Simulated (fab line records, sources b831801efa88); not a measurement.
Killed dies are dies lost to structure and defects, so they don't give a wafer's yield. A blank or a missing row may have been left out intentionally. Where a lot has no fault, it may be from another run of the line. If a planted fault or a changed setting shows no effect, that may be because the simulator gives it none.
Struck lot and sound lot, side by side + flow sfq line + 14 steps out of a route of 325
Sound: these wafers, L227.1, L227.4, L227.6. Struck: wafer L238.6 (left out: L238.2, L238.4 of the same lot, which were not struck); the cause appears at the end.
Each step with rows lists, per side, the tool, then ch with its chambers, then its first start. Under that, the readings that differ: sound wafers + struck wafers + difference of the means + sigmas: that difference in standard deviations of wafers without a fault.
alike: readings whose means differ by less than 2 such deviations, and words and numbers that are the same on both sides. not compared: withheld readings, readings that some wafer has no value for, bounds like >300 that may hide the same value, and numbers for which the record gives no deviation and whose values overlap.
A row with sigmas, a row that says differs or no value, or rows on one side alone: a step with any of these is where the two part. Numbers that don't overlap but have no deviation are shown without sigmas and don't part them. A reading that every wafer of one side lacks parts them only if that side has two wafers or more.

SFQ_TRILAYER_R5_ETCH_METAL_ETCH_139: etches the open film in Cl2, stops on SiO2, target depth 60 nm, time 40 s.
  sound on rie metal-04 ch 0,1, day 50 04:35; struck on rie metal-03 ch 0, day 60 14:26
| reading            | sound             | struck | difference | sigmas |
|--------------------|-------------------|--------|------------|--------|
| rf fwd power W (W) | 592.3 593.2 592.8 | 587.3  | -5.5       | -2     |
  alike: bias w, drypump motor current A, oes product au
  not compared: rf hours counter h
SFQ_TRILAYER_R5_STRIP_STRIP_140: strips in O2.
  sound on rie metal-04 ch 0,1, day 50 04:38; struck on rie metal-03 ch 0, day 60 14:29
  alike: drypump motor current A, oes product au
  not compared: rf hours counter h
then, 1 step without rows for these wafers: SFQ_TRILAYER_R5_STRIP_SOLV_CLEAN_141 (cleans in NMP, time 600 s).
SFQ_TRILAYER_A5C_DEP_PECVD_142: deposits SiO2 from SiH4/N2O, time 15.556 s, target thk 70 nm.
  sound on pecvd-02 ch 0,1,2, day 50 05:25; struck on pecvd-02 ch 2, day 60 15:16
  alike: heater power w, rf fwd power W, susceptor temp C, throttle valve pct
then, 6 steps without rows for these wafers: SFQ_TRILAYER_I5_LITHO_COAT_149 (resist thk 62 nm); SFQ_TRILAYER_I5_LITHO_COAT_144 (resist thk 650 nm); SFQ_TRILAYER_I5_LITHO_SOFTBAKE_148; SFQ_TRILAYER_I5_LITHO_EXPOSE_145 (exposes mask I5, target cd 700 nm); SFQ_TRILAYER_I5_LITHO_PEB_147 (peb time 60 s); SFQ_TRILAYER_I5_LITHO_DEVELOP_146 (time 60 s).
SFQ_I5_OVL_MEAS_936:
  sound: overlay-02 at day 50 19:38; struck: overlay-01 at day 60 21:13
  alike: I5_OVL
SFQ_TRILAYER_I5_BARC_OPEN_VIA_ETCH_200: etches BARC in O2, target depth 125 nm, time 41.7 s.
  sound on rie diel-03 ch 0,1,3, day 50 19:40; struck on rie diel-04 ch 3, day 60 21:14
| reading                     | sound       | struck | difference | sigmas |
|-----------------------------|-------------|--------|------------|--------|
| drypump motor current A (A) | 6.2 5.4 6.0 | 4.9    | -1.0       | -2     |
  alike: bias w, oes product au, rf fwd power W
  not compared: rf hours counter h
SFQ_TRILAYER_I5_ETCH_VIA_ETCH_147: etches the open film in CHF3, stops on Nb, target depth 360 nm.
  sound on rie diel-03 ch 0,1,3, day 50 19:43; struck on rie diel-04 ch 3, day 60 21:17
| reading                     | sound             | struck | difference | sigmas |
|-----------------------------|-------------------|--------|------------|--------|
| bias w (W)                  | 80.06 79.58 80.32 | 91.88  | +11.89     | +50    |
| drypump motor current A (A) | 6.2 5.4 6.0       | 4.9    | -1.0       | -2     |
| oes product au (a.u.)       | 0.983 0.983 0.988 | 0.998  | +0.013     | +2     |
  alike: rf fwd power W
SFQ_TRILAYER_I5_STRIP_STRIP_148: strips in O2.
  sound on rie metal-02 ch 0,1, day 50 19:52; struck on rie metal-02 ch 0, day 60 21:38
| reading               | sound             | struck | difference | sigmas |
|-----------------------|-------------------|--------|------------|--------|
| oes product au (a.u.) | 0.986 1.001 0.998 | 0.977  | -0.018     | -2     |
  alike: drypump motor current A
  not compared: rf hours counter h

WHERE THEY PART
At SFQ_TRILAYER_R5_ETCH_METAL_ETCH_139 first; at SFQ_TRILAYER_I5_STRIP_STRIP_148 last (within this record only).

WHY: what had been put in by the simulator
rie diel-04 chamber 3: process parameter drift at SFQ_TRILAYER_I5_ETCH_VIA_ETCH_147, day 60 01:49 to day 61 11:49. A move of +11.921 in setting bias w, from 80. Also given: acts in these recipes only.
